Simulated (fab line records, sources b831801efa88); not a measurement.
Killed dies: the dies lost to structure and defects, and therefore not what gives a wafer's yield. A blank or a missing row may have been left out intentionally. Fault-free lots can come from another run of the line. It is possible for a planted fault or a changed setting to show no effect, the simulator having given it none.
Which tool is to blame? -- flow sky130 -- 36 wafers from 12 lots sampled at 4 of the route's 708 steps

WHAT THE GAUGES READ, wafer by wafer
Not one reading of a measure or inspect step in the record can be checked against a usual standard deviation.

WHAT TOOL EACH LOT RAN ON (gives the tool, then ch and the chambers of the sampled wafers, and finally the start)
lot,SKY_VIA2_ETCH_14,SKY_VIA2_ETCH_15,SKY_VIA2_STRIP_16,SKY_METAL3_SPUTTER_00
L211,"rie-diel-02 ch 0,1, day 36 23:04","rie-diel-02 ch 0,1, day 36 23:07","plasma-asher-03 ch 0,1, day 36 23:10","pvd-sputter-02, day 37 00:33"
L212,"rie-diel-03 ch 1,2, day 37 10:51","rie-diel-03 ch 1,2, day 37 10:54","plasma-asher-04 ch 0,1, day 37 10:59","pvd-sputter-04, day 37 12:18"
L213,"rie-diel-03 ch 1,2,3, day 37 14:27","rie-diel-03 ch 1,2,3, day 37 14:30","plasma-asher-04 ch 0,1, day 37 14:34","pvd-sputter-03, day 37 15:55"
L214,"rie-diel-02 ch 1,2, day 37 17:17","rie-diel-02 ch 1,2, day 37 17:20","plasma-asher-03 ch 0,1, day 37 17:23","pvd-sputter-04, day 37 18:43"
L215,"rie-diel-02 ch 2,3, day 38 01:57","rie-diel-02 ch 2,3, day 38 02:00","plasma-asher-04 ch 0,1, day 38 02:05","pvd-sputter-02, day 38 03:20"
L216,"rie-diel-04 ch 0,1,2, day 38 22:28","rie-diel-04 ch 0,1,2, day 38 22:31","plasma-asher-03 ch 0,1, day 38 22:34","pvd-sputter-03, day 38 23:50"
L223,"rie-diel-02 ch 0,1,2, day 40 09:30","rie-diel-02 ch 0,1,2, day 40 09:33","plasma-asher-04 ch 0,1, day 40 09:37","pvd-sputter-02, day 40 10:53"
L227,"rie-diel-04 ch 0,1,2, day 41 07:42","rie-diel-04 ch 0,1,2, day 41 07:45","plasma-asher-03 ch 0,1, day 41 07:49","pvd-sputter-04, day 41 09:06"
L229,"rie-diel-04 ch 0,1, day 41 15:53","rie-diel-04 ch 0,1, day 41 15:56","plasma-asher-03 ch 0,1, day 41 16:01","pvd-sputter-04, day 41 17:15"
L232,"rie-diel-03 ch 1,2,3, day 42 11:49","rie-diel-03 ch 1,2,3, day 42 11:52","plasma-asher-01 ch 0,1, day 42 11:55","pvd-sputter-02, day 42 13:11"
L233,"rie-diel-03 ch 1,2,3, day 42 15:42","rie-diel-03 ch 1,2,3, day 42 15:45","plasma-asher-04 ch 0,1, day 42 15:49","pvd-sputter-04, day 42 17:04"
L234,"rie-diel-02 ch 0,2,3, day 43 01:00","rie-diel-02 ch 0,2,3, day 43 01:03","plasma-asher-03 ch 0,1, day 43 01:07","pvd-sputter-04, day 43 02:23"
- SKY_VIA2_ETCH_14: etches BARC in N2/H2, stops on SiO2, time 45.9 s, target depth 60 nm.
- SKY_VIA2_ETCH_15: etches SiO2 in C4F8/O2/Ar, stops on TiN, target depth 546 nm, time 84 s.
- SKY_VIA2_STRIP_16: strips in O2/N2.
- SKY_METAL3_SPUTTER_00: material Ti, target thk 15 nm, time 10 s.

WHAT THE TOOLS THEMSELVES READ (means of the sampled wafers that have a number; where no wafer has one, the mark that the record gives instead)
SKY_VIA2_ETCH_14.
lot,tool,drypump-motor-current-A (A),oes-product-au (a.u.),run-length-s (s),throttle-valve-pct (%)
L211,rie-diel-02,5.4,0.852,74.1,13.227
L212,rie-diel-03,5.8,0.850,73.6,13.218
L213,rie-diel-03,6.0,0.850,74.0,13.223
L214,rie-diel-02,5.0,0.854,74.2,13.217
L215,rie-diel-02,5.9,0.851,74.7,13.221
L216,rie-diel-04,6.1,0.846,74.0,13.230
L223,rie-diel-02,5.5,0.959,63.0,13.239
L227,rie-diel-04,6.1,0.853,73.9,13.230
L229,rie-diel-04,6.2,0.854,74.3,13.231
L232,rie-diel-03,6.0,0.850,73.9,13.226
L233,rie-diel-03,6.0,0.856,74.1,13.225
L234,rie-diel-02,5.9,0.856,74.9,13.227

SKY_VIA2_ETCH_15.
lot,tool,oes-product-au (a.u.),run-length-s (s)
L211,rie-diel-02,0.941,112.4
L212,rie-diel-03,0.938,111.8
L213,rie-diel-03,0.941,112.2
L214,rie-diel-02,0.938,112.3
L215,rie-diel-02,0.935,112.8
L216,rie-diel-04,0.936,111.9
L223,rie-diel-02,0.635,112.4
L227,rie-diel-04,0.940,111.9
L229,rie-diel-04,0.939,112.5
L232,rie-diel-03,0.943,112.0
L233,rie-diel-03,0.941,112.2
L234,rie-diel-02,0.941,113.0

SKY_VIA2_STRIP_16.
lot,tool,drypump-motor-current-A (A),o2-flow-sccm (sccm),oes-product-au (a.u.),strip-time-to-endpoint-s (s)
L211,plasma-asher-03,5.82,2995,0.400,4.01
L212,plasma-asher-04,6.13,2997,0.395,4.05
L213,plasma-asher-04,6.17,3008,0.394,4.01
L214,plasma-asher-03,5.78,3004,0.394,4.01
L215,plasma-asher-04,5.96,3002,0.395,4.02
L216,plasma-asher-03,5.80,3010,0.402,4.02
L223,plasma-asher-04,6.16,3007,0.400,4.17
L227,plasma-asher-03,5.77,3004,0.403,4.03
L229,plasma-asher-03,5.81,2998,0.396,4.07
L232,plasma-asher-01,5.46,2997,0.400,4.07
L233,plasma-asher-04,5.98,2997,0.401,4.07
L234,plasma-asher-03,5.78,3003,0.398,4.05

SKY_METAL3_SPUTTER_00.
lot,tool,chamber-pressure-pa (Pa),throttle-valve-pct (%)
L211,pvd-sputter-02,0.3998,30.2
L212,pvd-sputter-04,0.4002,30.4
L213,pvd-sputter-03,0.4001,28.7
L214,pvd-sputter-04,0.3997,30.5
L215,pvd-sputter-02,0.3990,29.7
L216,pvd-sputter-03,0.4003,28.5
L223,pvd-sputter-02,0.3993,29.9
L227,pvd-sputter-04,0.4001,30.7
L229,pvd-sputter-04,0.4009,30.3
L232,pvd-sputter-02,0.4002,29.8
L233,pvd-sputter-04,0.4001,30.1
L234,pvd-sputter-04,0.3992,30.0

THE ANSWER, worked out from the rows above alone
Rule: what is usual is taken from the lots themselves. Put in order of their means at a reading, lots are off if they are a third of the lots or fewer, leave a main group of 4 or more, and stand apart from it by a gap of 3 or more times the standard deviation of the main group's means; of several such gaps the widest counts. The tables above print the reading to a certain number of digits; a main group whose means all agree to those digits is not used. Also off: a lot with no number at a reading for which 4 or more lots have one. The other lots that the step has rows for count as sound. The gauges are gone through in route order, then the tools' own readings, and for those a lot's mean is taken as printed above. At the first step where some lot is off, the reading lying furthest off is the one used; lots without a number count as furthest.
Off: L223 (SKY_VIA2_ETCH_14, oes-product-au). Main group: mean 0.852 a.u., sd 0.0029.
A tool fits if, at that step or a process step before it, it ran every lot that is off, and no sound lot after the first of them. None of those tried fits.

WHAT THE SIMULATOR PUT IN
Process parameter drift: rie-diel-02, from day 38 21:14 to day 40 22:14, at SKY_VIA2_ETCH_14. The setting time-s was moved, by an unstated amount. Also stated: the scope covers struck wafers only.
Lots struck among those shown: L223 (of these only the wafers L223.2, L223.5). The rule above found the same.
